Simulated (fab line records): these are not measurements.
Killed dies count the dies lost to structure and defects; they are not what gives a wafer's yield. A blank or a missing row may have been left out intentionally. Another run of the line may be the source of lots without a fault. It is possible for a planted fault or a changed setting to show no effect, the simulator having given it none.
A lot that was struck, set against a sound lot / flow gf180mcu / 19 steps out of a route of 602
Sound: these wafers, L959.1, L959.2, L959.3. Struck: wafer L978.5. (L978.4 of the same lot was not struck and is left out.) The cause comes at the end.
For every step that has rows: the tool of each side, followed by ch and its chambers, followed by its first start. Under that, the readings that differ: sound wafers / struck wafers / difference of the means / sigmas: that difference in standard deviations of wafers without a fault.
alike: readings whose means differ by less than 2 such deviations, and words and numbers that are the same on both sides. not compared: withheld readings, readings that some wafer has no value for, bounds like >300 that may hide the same value, and numbers for which the record gives no deviation and whose values overlap.
The two part at a step that has a row with sigmas, a row that says differs or no value, or rows on one side only. Numbers that don't overlap but have no deviation are shown without sigmas and don't part them. A reading missing from all wafers of one side parts the sides only when that side holds two or more wafers.

first, 1 step without rows for these wafers: GF_STI_DEVELOP_11 (develop time 60 s).
GF_STI_CD_MEAS_12 targets a cd of 220 nm.
  sound on cd-sem-01 at day 2 21:29; struck on cd-sem-01 at day 7 00:33
  alike: cd-nm
GF_STI_ETCH_13: etches the open film in CHF3/O2, stops on Si, target depth 282.31 nm, time 112.9 s.
  sound on rie-diel-02 ch 0,1,3, day 2 21:37; struck on rie-diel-02 ch 1, day 7 00:37
  alike: drypump-motor-current-A, oes-product-au, throttle-valve-pct
  not compared: rf-hours-counter-h
GF_STI_ETCH_14: etches Si in HBr/Cl2/O2, target depth 360 nm, time 102.9 s.
  sound on rie-si-02 ch 1,2,3, day 2 21:41; struck on rie-si-01 ch 0, day 7 00:41
  alike: drypump-motor-current-A, oes-product-au, throttle-valve-pct
  not compared: rf-hours-counter-h
GF_STI_STRIP_15: strips in O2/N2.
  sound on plasma-asher-03 ch 0,1, day 2 21:46; struck on plasma-asher-02 ch 1, day 7 00:47
reading=heater-power-w (W); sound=317 332 309; struck=373; difference=+54; sigmas=+2
  alike: drypump-motor-current-A, oes-product-au, strip-time-to-endpoint-s
  not compared: rf-hours-counter-h
then, 6 steps without rows for these wafers: GF_STI_CLEAN_16 (cleans in dHF, time 25 s); GF_STI_WET_ETCH_17 (etches Si3N4 in H3PO4, target depth 45 nm, time 514 s); GF_STI_CLEAN_18 (cleans in SC1/SC2, time 150 s); GF_STI_CLEAN_19 (cleans in dHF, time 20 s); GF_STI_WET_ETCH_20 (etches SiO2 in dHF, target depth 20 nm, time 400 s); GF_STI_OXIDATION_21 (stabilise 600 s, purge 300 s, target thk 15 nm).
GF_STI_THK_MEAS_22:
  sound on film-metro-03 at day 2 23:20; struck on film-metro-03 at day 7 03:06
  alike: STI_OXIDATION_01_THK
GF_STI_CVD_23: deposits SiO2, target thk 650 nm, time 108.3 s.
  sound on hdpcvd-02 ch 0,1,2, day 2 23:24; struck on hdpcvd-02 ch 2, day 7 03:10
reading=model.SiO2_of_STI_CVD_23.thk-nm (nm); sound=649.6 646.1 639.3; struck=465.2; difference=-179.8; sigmas=
GF_STI_THK_MEAS_24:
  sound on film-metro-01 at day 2 23:29; struck on film-metro-01 at day 7 03:14
reading=STI_CVD_23_THK (nm); sound=650 646 640; struck=465; difference=-180; sigmas=-21
GF_STI_CMP_25: polishes, stops on Si3N4, t overpolish 33 s, target thk 524.6 nm.
  sound on cmp-01 ch 0,1,2, day 2 23:32; struck on cmp-02 ch 1, day 7 03:19
reading=time-to-endpoint-s (s); sound=121 131 118; struck=98; difference=-25; sigmas=-4
  alike: motor-current-A, retaining-ring-pressure-frac
then, 2 steps without rows for these wafers: GF_STI_WET_ETCH_26 (etches SiO2 in dHF, target depth 94 nm, time 188 s); GF_STI_WET_ETCH_27 (etches Si3N4 in H3PO4, target depth 160 nm, time 1825 s).
GF_STI_WET_ETCH_28: etches SiO2 in dHF, target depth 20 nm, time 40 s.
  sound on wet-bench-01 ch 1, day 3 00:25; struck on wet-bench-01 ch 2, day 7 04:11
reading=model.SiO2_of_STI_CVD_23.thk-nm (nm); sound=402.3 404.8 402.7; struck=344.1; difference=-59.2; sigmas=
then, 1 step without rows for these wafers: GF_STI_OXIDATION_29 (stabilise 600 s, purge 300 s, target thk 10 nm).

WHERE THEY PART
At GF_STI_STRIP_15 first; at GF_STI_CMP_25 last (within this record only).

WHY: what had been put in by the simulator
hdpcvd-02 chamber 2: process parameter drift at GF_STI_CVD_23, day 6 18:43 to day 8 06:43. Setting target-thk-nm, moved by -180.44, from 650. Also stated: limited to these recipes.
